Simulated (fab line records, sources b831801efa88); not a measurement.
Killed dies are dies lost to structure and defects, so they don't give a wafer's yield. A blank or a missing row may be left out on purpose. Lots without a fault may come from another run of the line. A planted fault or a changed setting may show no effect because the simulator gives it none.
A struck lot beside a sound one | flow sfq_line | 18 steps out of a route of 325
Sound: wafers L360.1, L360.4, L360.5. Struck: wafers L370.2, L370.5. (L370.6 of the same lot was not struck and is left out.) The cause comes at the end.
At each step with rows: each side's tool, then ch and its chambers, then its first start. Under that, the readings that differ: sound wafers | struck wafers | difference of the means | sigmas: that difference in standard deviations of wafers without a fault.
alike: readings whose means differ by less than 2 such deviations, and words and numbers that are the same on both sides. not compared: withheld readings, readings that some wafer has no value for, bounds like >300 that may hide the same value, and numbers for which the record gives no deviation and whose values overlap.
The two part at a step that has a row with sigmas, a row that says differs or no value, or rows on one side only. Numbers that don't overlap but have no deviation are shown without sigmas and don't part them. A reading that every wafer of one side lacks parts them only if that side has two wafers or more.

SFQ_I1_OVL_MEAS_913:
  sound on overlay-01, day 30 07:26; struck on overlay-01, day 33 11:15
  alike: I1_OVL
SFQ_TRILAYER_I1_VIA_BARC_OPEN_VIA_ETCH_071: etches BARC in O2, target depth 125 nm, time 41.7 s.
  sound on rie_diel-04 ch 0,2, day 30 07:28; struck on rie_diel-02 ch 3, day 33 11:17
  alike: drypump_motor_current_A, oes_product_au
  not compared: rf_hours_counter_h
SFQ_TRILAYER_I1_VIA_ETCH_VIA_ETCH_052: etches SiO2 in CHF3, stops on Nb, target depth 260 nm.
  sound on rie_diel-04 ch 0,2, day 30 07:31; struck on rie_diel-02 ch 3, day 33 11:19
  alike: drypump_motor_current_A, oes_product_au
SFQ_TRILAYER_I1_VIA_STRIP_STRIP_053: strips in O2.
  sound on rie_metal-02 ch 0,1, day 30 07:37; struck on rie_metal-04 ch 0, day 33 11:26
  alike: drypump_motor_current_A, oes_product_au, platen_temp_c
  not compared: rf_hours_counter_h
then, 2 steps without rows for these wafers: SFQ_TRILAYER_I1_VIA_STRIP_SOLV_CLEAN_054 (cleans in NMP, time 600 s); SFQ_TRILAYER_M2_DEP_PRE_CLEAN_056 (time 22.5 s).
SFQ_TRILAYER_M2_DEP_SPUTTER_055: material Nb, target thk 200 nm, time 133.3 s.
  sound on pvd_sputter-04, day 30 08:26; struck on pvd_sputter-05, day 33 12:14
  alike: base_pressure_pa, throttle_valve_pct
SFQ_M2_RS_MEAS_914: measures by four-point-probe.
  sound on film_metro-01, day 30 08:31; struck on film_metro-04, day 33 12:21
  alike: M2_NB_RS
then, 3 steps without rows for these wafers: SFQ_TRILAYER_M2_LITHO_COAT_062 (resist thk 62 nm); SFQ_TRILAYER_M2_LITHO_COAT_057 (resist thk 600 nm); SFQ_TRILAYER_M2_LITHO_SOFTBAKE_061.
-- the record jumps here: 6 days lie between the struck wafers' starts before and after --
SFQ_TRILAYER_M2_LITHO_EXPOSE_058: exposes mask M2, target cd 500 nm.
  sound on krf_scanner-02 ch 0, day 36 11:57; struck on krf_scanner-01 ch 0, day 39 20:15
  alike: mask
then, 2 steps without rows for these wafers: SFQ_TRILAYER_M2_LITHO_PEB_060 (peb time 60 s); SFQ_TRILAYER_M2_LITHO_DEVELOP_059 (time 60 s).
SFQ_M2_OVL_MEAS_916:
  sound on overlay-02, day 36 13:27; struck on overlay-02, day 39 21:34
  alike: M2_OVL
SFQ_TRILAYER_M2_BARC_OPEN_METAL_ETCH_077: etches BARC in O2, target depth 125 nm, time 41.7 s.
  sound on rie_metal-04 ch 0,1, day 36 13:29; struck on rie_metal-03 ch 0, day 39 21:35
  reading             | sound             | struck      | difference | sigmas
  model.M2.cd_nm (nm) | 500.4 500.1 500.6 | 494.4 495.8 | -5.3       |
  alike: drypump_motor_current_A, oes_product_au
  not compared: rf_hours_counter_h
SFQ_TRILAYER_M2_ETCH_METAL_ETCH_060: etches Nb in Cl2/Ar, stops on SiO2, target depth 240 nm, time 120 s.
  sound on rie_metal-04 ch 0,1, day 36 13:33; struck on rie_metal-03 ch 0, day 39 21:39
  reading             | sound             | struck      | difference | sigmas
  model.M2.cd_nm (nm) | 501.4 498.7 500.4 | 493.3 494.4 | -6.3       |
  alike: drypump_motor_current_A, oes_product_au
  not compared: rf_hours_counter_h
SFQ_TRILAYER_M2_STRIP_STRIP_061: strips in O2.
  sound on rie_metal-04 ch 0,1, day 36 13:40; struck on rie_metal-03 ch 0, day 39 21:46
  alike: drypump_motor_current_A, oes_product_au, platen_temp_c
  not compared: rf_hours_counter_h

WHERE THEY PART
Nowhere in this record.

WHY: what the simulator had put in
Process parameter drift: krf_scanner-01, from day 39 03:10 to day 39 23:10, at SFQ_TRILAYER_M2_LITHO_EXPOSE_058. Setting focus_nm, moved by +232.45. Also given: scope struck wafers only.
